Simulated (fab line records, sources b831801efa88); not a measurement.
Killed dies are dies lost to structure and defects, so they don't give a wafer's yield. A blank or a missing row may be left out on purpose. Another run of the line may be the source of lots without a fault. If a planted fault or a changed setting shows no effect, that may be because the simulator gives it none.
fab line records    flow sky130    part 2 of 2: steps 35 to 42 of 42
record: lots: 5  wafers: 15  last_day: 52
route steps=708 shown LDD_P@263 LDD_HVN@267 LDD_HVP@278 LDD_LDN@289 SPACER@304
lots untouched by any fault: they come from a run of this same line in which no faults occurred
start_h: start of the lot's first displayed wafer, in hours after the record's first day    wait_h: how many hours have passed since the lot's step before this one    " repeats the value in the row above    L1.1+2: a single row standing in for several wafers    - no value present, or no start provided    * or withheld: withheld    < > ~ a bound
route shown NAME@n: NAME is a module with steps in the file, n the number in the route of the first one    usual: the fault-free wafers' mean and standard deviation    same: alike in all rows    chamber/n: place in a boat    sites: readings site by site    _std_site: how widely they spread, as a standard deviation    _edge_site: inner sites' mean taken away from outer sites' mean    radius_mm: for every site, how far away it sits from the centre of the wafer    mask NAME#n: copy n    behind: tool/chamber where the wafer was last shaped    hold: cause of the lot's hold/its duration in hours/its outcome    device: names the non-switching transistor (n, p or np)    end of line: the tests these same wafers got at the end of their route    where a step has no rows: the recipe by itself    killed: the dies lost at the first sort to structure and to defects; this is not the yield of the wafer    map: the dies of a wafer, with x for killed, . for not killed, _ for no die there
set.NAME: the run value of the setting; set.NAME@STEP: its run value at that earlier step    model.NAME: the simulator's own value behind a step, which no gauge read
lots at selected steps of the route; one table per step, one row per wafer
services: the hour from which a tool's chamber was out of use, counted from the record's first day as start_h (under 0 if before that day), plus the number of hours and why
== steps ==
step: SKY_LDD_LDN_IMPLANT_08
recipe: species: As  energy_kev: 15  dose_cm2: 1.25e+13  tilt_deg: withheld  rotation_deg: 23
usual: end_station_pressure_torr: 5.04e-06/2.8e-07
lot.wafer  tool          chamber  start_h  wait_h  end_station_pressure_torr
L074.2     implanter-04  0        559.98   0.0     4.69e-06
L074.4     "             0        "        "       5.31e-06
L074.6     "             0        "        "       5.17e-06
L084.2     implanter-03  0        592.06   0.0     4.99e-06
L084.4     "             0        "        "       5.42e-06
L084.6     "             0        "        "       5.38e-06
L089.1     implanter-04  0        745.10   0.0     4.86e-06
L089.2     "             0        "        "       4.83e-06
L089.6     "             0        "        "       4.91e-06
L091.1     implanter-02  0        747.78   0.0     4.76e-06
L091.2     "             0        "        "       4.44e-06
L091.6     "             0        "        "       4.35e-06
L096.3     implanter-02  0        757.86   0.1     4.99e-06
L096.5     "             0        "        "       4.97e-06
L096.6     "             0        "        "       5.2e-06
step: SKY_LDD_LDN_IMPLANT_09
recipe: species: As  energy_kev: 15  dose_cm2: 1.25e+13  tilt_deg: withheld  rotation_deg: 113
usual: end_station_pressure_torr: 5.04e-06/2.4e-07
lot.wafer  tool          chamber  start_h  wait_h  end_station_pressure_torr
L074.2     implanter-04  0        560.13   0.1     5e-06
L074.4     "             0        "        "       5.13e-06
L074.6     "             0        "        "       5.18e-06
L084.2     implanter-03  0        592.21   0.1     4.99e-06
L084.4     "             0        "        "       4.99e-06
L084.6     "             0        "        "       5.02e-06
L089.1     implanter-04  0        745.25   0.1     5.03e-06
L089.2     "             0        "        "       5.08e-06
L089.6     "             0        "        "       5.22e-06
L091.1     implanter-02  0        747.93   0.1     4.92e-06
L091.2     "             0        "        "       5.01e-06
L091.6     "             0        "        "       4.6e-06
L096.3     implanter-02  0        758.01   0.1     4.95e-06
L096.5     "             0        "        "       4.45e-06
L096.6     "             0        "        "       5.19e-06
step: SKY_LDD_LDN_IMPLANT_10
recipe: species: As  energy_kev: 15  dose_cm2: 1.25e+13  tilt_deg: withheld  rotation_deg: 203
usual: end_station_pressure_torr: 5.11e-06/2.5e-07
lot.wafer  tool          chamber  start_h  wait_h  end_station_pressure_torr
L074.2     implanter-04  0        560.28   0.1     5.75e-06
L074.4     "             0        "        "       5.09e-06
L074.6     "             0        "        "       5.3e-06
L084.2     implanter-03  0        592.36   0.1     5.03e-06
L084.4     "             0        "        "       5.45e-06
L084.6     "             0        "        "       5.12e-06
L089.1     implanter-04  0        745.40   0.1     5.23e-06
L089.2     "             0        "        "       5.17e-06
L089.6     "             0        "        "       4.7e-06
L091.1     implanter-02  0        748.08   0.1     5.23e-06
L091.2     "             0        "        "       5.15e-06
L091.6     "             0        "        "       5.08e-06
L096.3     implanter-02  0        758.16   0.1     5.23e-06
L096.5     "             0        "        "       4.74e-06
L096.6     "             0        "        "       4.61e-06
step: SKY_LDD_LDN_IMPLANT_11
recipe: species: As  energy_kev: 15  dose_cm2: 1.25e+13  tilt_deg: withheld  rotation_deg: 293
usual: end_station_pressure_torr: 5.07e-06/2.5e-07
lot.wafer  tool          chamber  start_h  wait_h  end_station_pressure_torr
L074.2     implanter-04  0        560.43   0.1     4.74e-06
L074.4     "             0        "        "       4.86e-06
L074.6     "             0        "        "       4.87e-06
L084.2     implanter-03  0        592.51   0.1     5.26e-06
L084.4     "             0        "        "       4.93e-06
L084.6     "             0        "        "       4.56e-06
L089.1     implanter-04  0        745.55   0.1     4.82e-06
L089.2     "             0        "        "       5.03e-06
L089.6     "             0        "        "       4.93e-06
L091.1     implanter-02  0        748.23   0.1     5.51e-06
L091.2     "             0        "        "       5e-06
L091.6     "             0        "        "       5.14e-06
L096.3     implanter-02  0        758.31   0.1     5.19e-06
L096.5     "             0        "        "       5.1e-06
L096.6     "             0        "        "       4.84e-06
step: SKY_LDD_LDN_STRIP_12
recipe: chemistry: O2/N2  power_w: 1400  pressure_mtorr: 1500  platen_temp_c: withheld  o2_flow_sccm: 3000  n2_flow_sccm: 300  overash_fraction: 0.5
usual: chamber_pressure_mTorr: 1500.0/1.4  drypump_motor_current_A: 5.67/0.25  oes_product_au: 0.716/0.0042  strip_time_to_endpoint_s: 14.18/0.041
lot.wafer  tool             chamber  start_h  wait_h  chamber_pressure_mTorr  drypump_motor_current_A  oes_product_au  rf_hours_counter_h  strip_time_to_endpoint_s
L074.2     plasma_asher-01  0        560.55   0.1     1499.7                  5.92                     0.710           13                  14.24
L074.4     "                0        "        "       1498.3                  5.92                     0.721           -                   14.23
L074.6     "                0        "        "       1499.7                  5.94                     0.715           -                   14.26
L084.2     plasma_asher-02  0        592.63   0.1     1500.4                  5.80                     0.712           91                  14.18
L084.4     "                0        "        "       1499.5                  5.80                     0.709           -                   14.22
L084.6     "                1        "        "       1500.0                  5.80                     0.714           -                   14.14
L089.1     plasma_asher-03  0        745.70   0.1     1499.6                  5.46                     0.715           86                  14.20
L089.2     "                1        "        "       1501.4                  5.17                     0.708           86                  14.17
L089.6     "                0        "        "       1497.4                  5.45                     0.715           -                   14.16
L091.1     plasma_asher-01  0        748.38   0.1     1499.8                  5.94                     0.719           31                  14.18
L091.2     "                1        "        "       1499.9                  5.79                     0.708           31                  14.16
L091.6     "                0        "        "       1501.8                  5.92                     0.716           -                   14.20
L096.3     plasma_asher-02  0        758.44   0.1     1499.4                  5.79                     0.715           -                   14.21
L096.5     "                0        "        "       1499.0                  5.78                     0.712           -                   14.21
L096.6     "                1        "        "       1501.1                  5.79                     0.718           -                   14.18
step: SKY_LDD_LDN_TW_MEAS_13
usual: LDD_LDN_TW: 1480/22
lot.wafer  tool           chamber  start_h  wait_h  LDD_LDN_TW
L074.2     film_metro-01  -        560.66   0.1     1457
L074.4     "              -        "        "       1448
L074.6     "              -        "        "       1453
L084.2     film_metro-01  -        592.74   0.1     1460
L084.4     "              -        "        "       1458
L084.6     "              -        "        "       1459
L089.1     film_metro-01  -        745.80   0.1     1446
L089.2     "              -        "        "       1454
L089.6     "              -        "        "       1457
L091.1     film_metro-02  -        748.48   0.1     1495
L091.2     "              -        "        "       1512
L091.6     "              -        "        "       1497
L096.3     film_metro-02  -        758.53   0.1     1497
L096.5     "              -        "        "       1494
L096.6     "              -        "        "       1502
step: SKY_LDD_LDN_CLEAN_14
recipe: chemistry: SC1/SC2  mix: 1:4:20  temp_c: 70  time_s: 150  dry: n2_spin
lot.wafer   tool          chamber  start_h  wait_h
L074.2+4+6  wet_bench-02  2        560.71   0.0
L084.2+4+6  wet_bench-03  1        592.79   0.0
L089.1+2+6  wet_bench-04  2        745.86   0.1
L091.1+2+6  wet_bench-02  2        748.54   0.1
L096.3+5+6  wet_bench-04  3        758.57   0.0
step: SKY_SPACER_CVD_00
recipe: material: Si3N4  precursor: DCS/NH3  target_thk_nm: 43.1  temp_c: 770  time_s: 740  pressure_mtorr: 250
usual: spike_tc_centre_C: 769.1/1  susceptor_temp_C: 770.05/0.29  zone_power_bottom_pct: 21/3.2  zone_power_lower_pct: 14.7/0.53
lot.wafer  tool      chamber  start_h  wait_h  spike_tc_centre_C  susceptor_temp_C  zone_power_bottom_pct  zone_power_lower_pct
L074.2     lpcvd-02  1        561.67   0.9     768.0              770.41            18                     14.2
L074.4     "         1        "        "       766.9              770.57            18                     14.2
L074.6     "         1        "        "       769.7              770.68            18                     14.4
L084.2     lpcvd-02  1        593.38   0.5     770.1              769.76            18                     14.1
L084.4     "         1        "        "       769.7              770.02            18                     14.2
L084.6     "         1        "        "       767.7              769.95            18                     14.0
L089.1     lpcvd-02  1        745.91   0.0     768.8              770.49            18                     14.2
L089.2     "         1        "        "       767.9              770.47            18                     14.3
L089.6     "         1        "        "       768.6              770.15            18                     14.1
L091.1     lpcvd-02  0        749.68   1.1     768.5              770.02            24                     15.1
L091.2     "         0        "        "       768.7              769.87            24                     15.3
L091.6     "         0        "        "       767.9              769.51            25                     15.2
L096.3     lpcvd-02  0        760.37   1.8     770.9              770.13            24                     15.2
L096.5     "         0        "        "       766.5              769.63            24                     15.4
L096.6     "         0        "        "       769.0              769.90            24                     15.5
== services ==
tool              chamber  start_h  hours  kind
iline_stepper-01  -        465.66   1.7    pm
implanter-02      -        469.06   11.6   pm
plasma_asher-04   -        480.39   2.8    pm
implanter-02      -        484.91   4.0    repair
plasma_asher-04   -        485.57   3.0    repair
plasma_asher-01   -        493.92   2.3    repair
implanter-02      -        494.24   3.3    pm
plasma_asher-01   -        516.65   1.2    repair
implanter-02      -        516.79   7.7    pm
implanter-03      -        520.82   1.8    repair
implanter-04      -        532.37   3.0    repair
implanter-03      -        532.66   3.9    pm
implanter-01      -        538.68   4.8    repair
implanter-02      -        548.49   1.2    repair
lpcvd-02          -        557.02   1.5    repair
implanter-01      -        566.19   1.3    repair
implanter-04      -        583.80   1.6    repair
implanter-03      -        599.84   0.6    repair
implanter-04      -        604.22   5.7    pm
iline_stepper-02  -        613.63   1.7    pm
plasma_asher-01   -        636.26   12.8   repair
iline_stepper-01  -        683.93   1.7    pm
plasma_asher-01   -        719.65   2.8    pm
implanter-03      -        753.97   4.1    repair
